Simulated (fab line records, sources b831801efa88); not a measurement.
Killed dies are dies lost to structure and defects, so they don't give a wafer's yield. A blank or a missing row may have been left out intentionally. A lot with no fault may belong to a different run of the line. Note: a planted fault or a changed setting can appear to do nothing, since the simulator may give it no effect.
fab line records	flow sky130
record: lots: 15	wafers: 43	last_day: 50
route steps=708 shown METAL4@635 VIA4@641 METAL5@677 PASSIVATION@693 PAD_OPEN@702
lots untouched by any fault: they come from a run of this same line in which no faults occurred
start_h: hours from the record's first day to the start of the lot's first wafer shown	wait_h: hours elapsed since this lot's preceding step	" as in the row above	L1.1+2: one row covering several wafers at once	- no value present, or no start provided	* or withheld: withheld	< > ~ a bound
route shown NAME@n: a module of which the file shows steps, and the number in the route of the first	usual: mean and standard deviation over wafers with no fault	same: alike in all rows	chamber/n: place in a boat	sites: readings site by site	_std_site: the standard deviation of these	_edge_site: the outer-site mean with the inner-site mean subtracted	radius_mm: for every site, how far away it sits from the centre of the wafer	mask NAME#n: copy n	behind: tool/chamber where the wafer was last shaped	hold: why the lot was held/for how many hours/how that ended	device: whichever transistor did not switch (one of n, p or np)	end of line: the tests these same wafers got at the end of their route	a step given without rows: its recipe and nothing more	killed: count of dies lost to structure and defects at first sort (not the wafer's yield)	map: a wafer's dies, x killed, . not, _ none there
set.NAME: the setting as run; set.NAME@STEP: as run at that earlier step	model.NAME: the simulator's own value behind a step, which no gauge read
the route's steps for a sample of lots (tables are steps, rows are wafers)
services: when a tool's chamber went out of use (start_h, in hours from the record's first day, below 0 if earlier), for how many hours, and the reason
== steps ==
step: SKY_METAL4_STRIP_19
recipe: chemistry: O2/N2	power_w: 1400	pressure_mtorr: 1500	platen_temp_c: withheld	o2_flow_sccm: 3000	n2_flow_sccm: 300	overash_fraction: 0.5
usual: chamber_pressure_mTorr: 1500.0/1.2	drypump_motor_current_A: 5.8/0.5	oes_product_au: 0.502/0.006	strip_time_to_endpoint_s: 6.54/0.095
lot.wafer	tool	chamber	start_h	wait_h	chamber_pressure_mTorr	drypump_motor_current_A	oes_product_au	rf_hours_counter_h	strip_time_to_endpoint_s
L138.1	plasma_asher-04	0	995.11	0.1	1500.6	5.2	0.502	120	6.54
L138.4	"	0	"	"	1500.5	5.1	0.495	-	6.54
L138.6	"	1	"	"	1498.8	6.4	0.504	-	6.52
L140.1	plasma_asher-04	0	1003.75	0.1	1500.0	5.1	0.489	121	6.40
L140.2	"	1	"	"	1500.9	6.3	0.499	121	6.55
L140.6	"	0	"	"	1499.8	5.2	0.507	-	6.54
L141.3	plasma_asher-03	1	1011.85	0.1	1499.0	5.5	0.504	-	6.41
L141.4	"	0	"	"	1498.9	5.3	0.503	-	6.51
L141.5	"	1	"	"	1501.2	5.5	0.502	-	6.54
L142.3	plasma_asher-03	0	1017.80	0.1	1499.1	5.3	0.498	-	6.51
L142.5	"	1	"	"	1499.8	5.6	0.505	-	6.55
L142.6	"	0	"	"	1498.4	5.3	0.495	-	6.35
L144.2	plasma_asher-02	0	1025.22	0.1	1501.1	6.1	0.501	29	6.37
L144.3	"	1	"	"	1501.0	6.5	0.504	-	6.59
L145.1	plasma_asher-02	0	1038.51	0.1	1501.3	6.1	0.500	30	6.59
L145.3	"	1	"	"	1501.9	6.5	0.507	-	6.65
L145.5	"	1	"	"	1499.3	6.5	0.503	-	6.54
L147.1	plasma_asher-03	1	1044.55	0.1	1500.3	5.5	0.504	93	6.54
L147.2	"	0	"	"	1499.6	5.3	0.505	93	6.67
L147.3	"	0	"	"	1498.6	5.3	0.506	-	6.67
L146.1	plasma_asher-03	0	1047.70	0.1	1501.9	5.3	0.497	94	6.52
L146.5	"	1	"	"	1501.5	5.5	0.504	-	6.48
L148.1	plasma_asher-04	0	1052.45	0.1	1498.7	5.2	0.505	125	6.60
L148.3	"	1	"	"	1501.2	6.3	0.495	-	6.47
L148.6	"	0	"	"	1499.3	5.1	0.493	-	6.38
L149.2	plasma_asher-03	1	1054.96	0.1	1500.1	5.5	0.502	95	6.72
L149.5	"	1	"	"	1499.1	5.5	0.499	-	6.56
L149.6	"	0	"	"	1501.2	5.3	0.504	-	6.66
L151.1	plasma_asher-02	0	1078.45	0.1	1499.9	6.0	0.496	35	6.46
L151.2	"	1	"	"	1500.1	6.5	0.502	35	6.57
L151.6	"	0	"	"	1501.0	6.0	0.505	-	6.57
L153.3	plasma_asher-02	0	1085.88	0.1	1497.3	6.0	0.500	-	6.41
L153.4	"	1	"	"	1502.5	6.5	0.501	-	6.55
L153.5	"	1	"	"	1501.0	6.5	0.498	-	6.41
L157.2	plasma_asher-02	1	1113.92	0.1	1500.8	6.5	0.501	39	6.53
L157.3	"	1	"	"	1501.1	6.5	0.502	-	6.50
L157.5	"	0	"	"	1498.4	6.0	0.503	-	6.50
L158.2	plasma_asher-02	1	1116.35	0.1	1498.9	6.5	0.496	39	6.48
L158.4	"	1	"	"	1500.7	6.5	0.500	-	6.60
L158.6	"	0	"	"	1498.3	6.0	0.498	-	6.48
L159.1	plasma_asher-04	0	1120.17	0.1	1501.2	5.2	0.504	4	6.67
L159.2	"	1	"	"	1499.8	6.3	0.507	4	6.56
L159.4	"	0	"	"	1499.2	5.2	0.516	-	6.72
step: SKY_VIA4_CMP_02
recipe: material: SiO2	down_force_psi: 4	platen_rpm: 60	pad_velocity_m_s: 0.94248
usual: head_pressure_psi: 4.001/0.0088	motor_current_A: 11.8/1.8	retaining_ring_pressure_frac: 1.000/0.0049
lot.wafer	tool	chamber	start_h	wait_h	head_pressure_psi	motor_current_A	retaining_ring_pressure_frac
L138.1	cmp-02	1	996.00	0.1	3.998	14.6	1.001
L138.4	"	2	"	"	4.027	10.2	0.995
L138.6	"	0	"	"	3.993	14.5	0.996
L140.2	cmp-02	0	1004.62	0.0	4.017	13.6	1.006
L140.1	"	1	"	"	4.000	14.6	1.001
L140.6	"	1	"	"	3.986	14.4	0.997
L141.3	cmp-02	1	1012.72	0.1	4.003	14.5	0.996
L141.4	"	3	"	"	3.995	10.4	1.002
L141.5	"	1	"	"	4.007	14.5	1.003
L142.3	cmp-02	0	1018.70	0.1	3.992	13.8	0.999
L142.5	"	2	"	"	4.018	11.1	1.006
L142.6	"	3	"	"	3.994	10.0	1.005
L144.3	cmp-02	2	1026.15	0.1	3.986	10.9	0.989
L144.2	"	3	"	"	3.997	10.0	1.005
L145.1	cmp-01	3	1039.59	0.3	4.004	9.6	0.996
L145.3	"	1	"	"	3.998	11.8	0.994
L145.5	"	0	"	"	3.992	12.3	0.991
L147.3	cmp-01	1	1045.38	0.0	4.011	11.5	1.001
L147.2	"	3	"	"	4.011	9.9	1.003
L147.1	"	0	"	"	4.023	12.5	1.000
L146.1	cmp-01	1	1048.67	0.1	4.006	10.9	0.988
L146.5	"	3	"	"	3.995	9.6	1.003
L148.3	cmp-02	2	1053.33	0.1	4.004	11.5	0.994
L148.1	"	3	"	"	4.003	10.7	1.005
L148.6	"	2	"	"	4.007	11.2	1.000
L149.2	cmp-02	3	1055.83	0.0	4.006	10.1	1.005
L149.5	"	3	"	"	3.995	10.9	1.001
L149.6	"	0	"	"	4.008	13.5	0.998
L151.1	cmp-02	2	1079.55	0.3	3.988	10.8	0.999
L151.2	"	3	"	"	3.999	10.2	0.998
L151.6	"	1	"	"	4.002	15.2	1.001
L153.4	cmp-01	1	1087.63	0.8	4.013	11.5	1.003
L153.3	"	0	"	"	4.011	12.3	1.005
L153.5	"	2	"	"	3.998	9.9	0.996
L157.3	cmp-02	2	1114.93	0.2	4.003	10.7	1.003
L157.2	"	1	"	"	4.005	14.5	1.000
L157.5	"	2	"	"	3.991	11.3	1.005
L158.4	cmp-02	2	1117.23	0.1	3.999	11.3	0.999
L158.2	"	0	"	"	3.998	13.7	0.999
L158.6	"	2	"	"	4.002	10.4	1.001
L159.1	cmp-02	0	1121.05	0.1	4.004	13.9	0.994
L159.4	"	1	"	"	3.993	14.4	1.001
L159.2	"	2	"	"	4.002	11.4	1.004
step: SKY_METAL5_STRIP_16
recipe: chemistry: O2/N2	power_w: 1400	pressure_mtorr: 1500	platen_temp_c: withheld	o2_flow_sccm: 3000	n2_flow_sccm: 300	overash_fraction: 0.5
usual: chamber_pressure_mTorr: 1500.1/1.2	drypump_motor_current_A: 5.6/0.42	oes_product_au: 0.711/0.0046	strip_time_to_endpoint_s: 13.00/0.12
lot.wafer	tool	chamber	start_h	wait_h	chamber_pressure_mTorr	drypump_motor_current_A	oes_product_au	rf_hours_counter_h	strip_time_to_endpoint_s
L138.1	plasma_asher-01	0	1043.05	0.2	1500.9	5.4	0.705	61	12.88
L138.4	"	0	"	"	1498.6	5.4	0.716	-	13.15
L138.6	"	1	"	"	1501.8	6.1	0.714	-	12.92
L140.1	plasma_asher-04	0	1051.70	0.2	1499.8	5.1	0.703	125	13.15
L140.2	"	1	"	"	1499.2	6.3	0.704	125	12.94
L140.6	"	1	"	"	1501.0	6.4	0.711	-	12.90
L141.3	plasma_asher-01	1	1059.83	0.1	1499.6	6.1	0.716	-	12.85
L141.4	"	0	"	"	1498.6	5.4	0.718	-	13.08
L141.5	"	0	"	"	1500.4	5.4	0.714	-	13.10
L142.3	plasma_asher-03	0	1064.18	0.1	1498.5	5.3	0.716	-	12.96
L142.5	"	0	"	"	1500.2	5.3	0.707	-	13.21
L142.6	"	1	"	"	1499.5	5.5	0.712	-	12.86
L144.2	plasma_asher-03	0	1071.10	0.2	1498.8	5.3	0.710	96	12.81
L144.3	"	1	"	"	1501.2	5.5	0.714	-	12.91
L145.1	plasma_asher-03	0	1085.00	0.2	1498.9	5.3	0.704	98	13.01
L145.3	"	0	"	"	1498.7	5.3	0.705	-	13.05
L145.5	"	1	"	"	1499.6	5.5	0.709	-	12.85
L147.1	plasma_asher-01	1	1089.00	0.2	1500.6	6.1	0.720	65	13.12
L147.2	"	0	"	"	1501.1	5.4	0.708	65	12.81
L147.3	"	1	"	"	1499.1	6.1	0.712	-	13.08
L146.1	plasma_asher-03	1	1093.45	0.2	1500.7	5.5	0.710	99	13.05
L146.5	"	1	"	"	1502.5	5.5	0.711	-	13.01
L148.1	plasma_asher-01	0	1096.77	0.2	1500.5	5.4	0.709	66	13.19
L148.3	"	1	"	"	1499.0	6.1	0.715	-	12.98
L148.6	"	1	"	"	1501.6	6.1	0.717	-	13.12
L149.2	plasma_asher-01	0	1100.17	0.2	1497.7	5.3	0.715	66	12.92
L149.5	"	1	"	"	1499.2	6.1	0.710	-	12.88
L149.6	"	0	"	"	1499.2	5.3	0.714	-	12.87
L151.1	plasma_asher-01	1	1122.22	0.2	1501.0	6.1	0.714	68	13.19
L151.2	"	0	"	"	1501.4	5.4	0.715	68	12.86
L151.6	"	1	"	"	1500.3	6.1	0.712	-	12.88
L153.3	plasma_asher-04	0	1130.10	0.1	1499.6	5.1	0.716	-	12.82
L153.4	"	1	"	"	1502.7	6.4	0.720	-	13.03
L153.5	"	1	"	"	1500.5	6.4	0.712	-	13.01
L157.2	plasma_asher-04	0	1155.45	0.2	1500.5	5.1	0.716	7	12.83
L157.3	"	0	"	"	1500.0	5.1	0.706	-	12.79
L157.5	"	1	"	"	1499.8	6.3	0.711	-	12.92
L158.2	plasma_asher-03	0	1157.50	0.2	1500.4	5.3	0.716	105	13.16
L158.4	"	1	"	"	1499.7	5.5	0.711	-	13.05
L158.6	"	1	"	"	1502.1	5.5	0.705	-	13.04
L159.1	plasma_asher-03	0	1160.62	0.2	1499.5	5.3	0.701	105	13.06
L159.2	"	1	"	"	1500.2	5.5	0.714	105	12.87
L159.4	"	0	"	"	1502.0	5.3	0.709	-	13.00
step: SKY_PASSIVATION_STRIP_12
recipe: chemistry: O2/N2	power_w: 1400	pressure_mtorr: 1500	platen_temp_c: withheld	overash_fraction: 0.7	o2_flow_sccm: 3000	n2_flow_sccm: 300
usual: chamber_pressure_mTorr: 1499.9/1.4	drypump_motor_current_A: 5.9/0.5	oes_product_au: 0.661/0.0045	strip_time_to_endpoint_s: 31.29/0.15
lot.wafer	tool	chamber	start_h	wait_h	chamber_pressure_mTorr	drypump_motor_current_A	oes_product_au	rf_hours_counter_h	strip_time_to_endpoint_s
L138.1	plasma_asher-04	1	1064.34	0.1	1498.9	6.4	0.659	0	31.23
L138.4	"	0	"	"	1498.9	5.1	0.667	-	31.27
L138.6	"	0	"	"	1503.0	5.1	0.658	-	31.30
L140.1	plasma_asher-02	0	1074.04	0.1	1498.5	6.1	0.661	34	31.25
L140.2	"	1	"	"	1498.5	6.5	0.654	34	31.10
L140.6	"	1	"	"	1501.1	6.5	0.656	-	31.23
L141.3	plasma_asher-02	0	1081.54	0.1	1502.0	6.0	0.665	-	31.19
L141.4	"	1	"	"	1498.3	6.5	0.668	-	31.09
L141.5	"	1	"	"	1500.9	6.5	0.660	-	31.22
L142.3	plasma_asher-02	1	1086.92	0.1	1499.8	6.5	0.662	-	31.26
L142.5	"	0	"	"	1498.2	6.1	0.654	-	31.26
L142.6	"	1	"	"	1500.1	6.5	0.656	-	31.18
L144.2	plasma_asher-01	1	1094.27	0.1	1498.8	6.1	0.656	66	31.55
L144.3	"	1	"	"	1498.4	6.1	0.665	-	31.37
L145.1	plasma_asher-01	1	1106.56	0.1	1500.3	6.1	0.664	67	31.23
L145.3	"	0	"	"	1501.0	5.4	0.656	-	31.16
L145.5	"	0	"	"	1499.6	5.4	0.657	-	31.28
L147.1	plasma_asher-02	1	1110.91	0.1	1497.5	6.5	0.655	38	31.51
L147.2	"	0	"	"	1499.0	6.1	0.667	38	31.42
L147.3	"	1	"	"	1500.4	6.5	0.661	-	31.40
L146.1	plasma_asher-02	0	1114.82	0.1	1499.5	6.0	0.663	39	31.30
L146.5	"	1	"	"	1501.6	6.5	0.656	-	31.28
L148.1	plasma_asher-04	0	1118.14	0.1	1498.8	5.1	0.662	4	31.31
L148.3	"	1	"	"	1500.8	6.4	0.663	-	31.23
L148.6	"	1	"	"	1500.2	6.3	0.658	-	31.12
L149.2	plasma_asher-04	0	1121.82	0.1	1498.7	5.1	0.668	4	31.26
L149.5	"	1	"	"	1501.0	6.3	0.661	-	31.17
L149.6	"	0	"	"	1500.4	5.1	0.659	-	31.11
L151.1	plasma_asher-01	1	1142.52	0.1	1499.7	6.1	0.652	71	31.06
L151.2	"	0	"	"	1500.1	5.4	0.665	71	30.92
L151.6	"	1	"	"	1498.7	6.1	0.657	-	30.95
L153.3	plasma_asher-04	1	1150.29	0.1	1501.2	6.3	0.660	-	31.16
L153.4	"	0	"	"	1501.4	5.1	0.662	-	31.30
L153.5	"	1	"	"	1501.1	6.3	0.667	-	31.24
L157.2	plasma_asher-02	0	1173.66	0.1	-	-	-	-	-
L157.3	"	0	"	"	-	-	-	-	-
L157.5	"	0	"	"	-	-	-	-	-
L158.2	plasma_asher-04	0	1175.34	0.1	-	-	-	-	-
L158.4	"	1	"	"	-	-	-	-	-
L158.6	"	1	"	"	-	-	-	-	-
L159.1	plasma_asher-01	1	1178.37	0.1	-	-	-	-	-
L159.2	"	0	"	"	-	-	-	-	-
L159.4	"	0	"	"	-	-	-	-	-
step: SKY_PAD_OPEN_STRIP_08
recipe: chemistry: O2/N2	power_w: 1400	pressure_mtorr: 1500	platen_temp_c: withheld	overash_fraction: 0.7	o2_flow_sccm: 3000	n2_flow_sccm: 300
usual: chamber_pressure_mTorr: 1500.1/1.3	drypump_motor_current_A: 5.9/0.52	oes_product_au: 0.663/0.0044	strip_time_to_endpoint_s: 37.02/0.11
lot.wafer	tool	chamber	start_h	wait_h	chamber_pressure_mTorr	drypump_motor_current_A	oes_product_au	rf_hours_counter_h	strip_time_to_endpoint_s
L138.1	plasma_asher-03	1	1085.82	0.1	1501.0	5.5	0.663	98	36.79
L138.4	"	1	"	"	1501.1	5.5	0.661	-	36.84
L138.6	"	1	"	"	1500.1	5.6	0.669	-	36.74
L140.1	plasma_asher-03	0	1094.79	0.1	1502.5	5.3	0.660	99	37.17
L140.2	"	1	"	"	1500.9	5.5	0.672	99	37.15
L140.6	"	0	"	"	1498.4	5.3	0.658	-	37.21
L141.3	plasma_asher-02	1	1102.87	0.1	1499.7	6.5	0.667	-	37.16
L141.4	"	0	"	"	1501.0	6.0	0.661	-	37.00
L141.5	"	0	"	"	1500.2	6.0	0.662	-	37.12
L142.3	plasma_asher-02	0	1108.07	0.1	1502.9	6.0	0.670	-	37.12
L142.5	"	1	"	"	1499.5	6.5	0.653	-	36.94
L142.6	"	0	"	"	1499.2	6.1	0.661	-	37.03
L144.2	plasma_asher-03	1	1114.69	0.1	1501.3	5.5	0.661	101	37.04
L144.3	"	0	"	"	1501.9	5.3	0.665	-	37.10
L145.1	plasma_asher-02	1	1126.64	0.1	1499.0	6.4	0.667	40	37.03
L145.3	"	0	"	"	1499.0	6.0	0.659	-	37.09
L145.5	"	1	"	"	1499.2	6.5	0.658	-	37.12
L147.1	plasma_asher-02	0	1131.14	0.1	1502.8	6.0	0.660	40	37.24
L147.2	"	1	"	"	1501.4	6.5	0.667	40	37.24
L147.3	"	1	"	"	1497.0	6.5	0.668	-	37.22
L146.1	plasma_asher-04	0	1134.44	0.1	1499.0	5.1	0.662	5	36.96
L146.5	"	1	"	"	1501.2	6.3	0.656	-	36.97
L148.1	plasma_asher-04	0	1137.54	0.1	1497.7	5.1	0.671	6	37.25
L148.3	"	0	"	"	1500.7	5.1	0.662	-	37.25
L148.6	"	0	"	"	1499.9	5.1	0.672	-	37.24
L149.2	plasma_asher-04	0	1141.37	0.1	1502.0	5.1	0.655	6	36.94
L149.5	"	1	"	"	1500.1	6.3	0.667	-	36.96
L149.6	"	0	"	"	1498.5	5.1	0.661	-	36.90
L151.1	plasma_asher-04	1	1160.77	0.1	1501.2	6.3	0.664	8	37.05
L151.2	"	0	"	"	1500.8	5.1	0.670	8	37.15
L151.6	"	1	"	"	1501.6	6.4	0.659	-	37.04
L153.3	plasma_asher-02	1	1167.85	0.1	1500.0	6.5	0.660	-	36.95
L153.4	"	0	"	"	1499.7	6.0	0.672	-	36.96
L153.5	"	1	"	"	1499.6	6.5	0.663	-	36.88
L157.2	plasma_asher-02	0	1189.39	0.1	1502.4	6.0	0.697	46	73.88
L157.3	"	0	"	"	1497.8	6.0	0.689	-	73.93
L157.5	"	1	"	"	1501.1	6.5	0.693	-	73.82
L158.2	plasma_asher-03	1	1192.12	0.1	1500.2	5.6	0.701	108	74.08
L158.4	"	1	"	"	1500.9	5.5	0.694	-	74.05
L158.6	"	0	"	"	1499.9	5.3	0.686	-	74.04
L159.1	plasma_asher-02	0	1194.89	0.1	1499.8	6.1	0.693	46	74.05
L159.2	"	1	"	"	1498.6	6.5	0.698	46	74.13
L159.4	"	0	"	"	1500.3	6.1	0.689	-	74.05
== services ==
tool	chamber	start_h	hours	kind
plasma_asher-01	-	995.40	2.4	repair
plasma_asher-02	-	1006.36	1.4	repair
cmp-01	-	1026.96	2.3	repair
cmp-02	-	1029.72	4.0	repair
plasma_asher-01	-	1053.19	1.4	repair
plasma_asher-04	-	1055.25	9.0	pm
plasma_asher-04	0	1055.25	9.0	vent_cycle
plasma_asher-04	1	1055.25	9.0	vent_cycle
cmp-02	-	1059.26	16.1	pm
plasma_asher-04	0	1064.25	-	clean
plasma_asher-04	1	1064.25	-	clean
plasma_asher-04	-	1077.94	14.6	pm
cmp-02	-	1084.07	4.0	pm
cmp-02	-	1088.07	-	consumable_replace:conditioner
cmp-02	-	1088.07	-	consumable_replace:pad
cmp-01	-	1111.78	8.3	pm
cmp-01	-	1129.19	2.8	repair
cmp-02	-	1132.85	3.5	pm
cmp-02	-	1144.09	1.8	repair
cmp-02	-	1149.51	0.8	repair
cmp-01	-	1159.15	2.7	repair
plasma_asher-02	-	1160.96	3.7	repair
cmp-01	-	1162.24	2.2	repair
cmp-01	-	1186.89	4.0	pm
== key ==
first_sign: step: SKY_PASSIVATION_STRIP_12	reading: tool_record	direction: missing
effect: step: SKY_PAD_OPEN_STRIP_08	reading: strip_time_to_endpoint_s	direction: up	sigmas: 99+	usual: *	struck: *
met_at SKY_PASSIVATION_STRIP_12
struck_lots L157,L158,L159
sort_left_out L157.2,L157.3,L157.5,L158.2,L158.4,L158.6,L159.1,L159.2,L159.4
not_acting_at SKY_METAL4_STRIP_19,SKY_VIA4_CMP_02,SKY_METAL5_STRIP_16
onset_between 1150.29 1173.66
fault: kind: skipped_step_whole	tool: plasma_asher-01,plasma_asher-02,plasma_asher-04	chamber: -	onset_h: 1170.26	steps: SKY_PASSIVATION_STRIP_12	scope: struck_lots_only
sort_left_out: the simulated sort isn't trusted on such a fault, so these wafers' sort isn't shown, and their yield isn't known
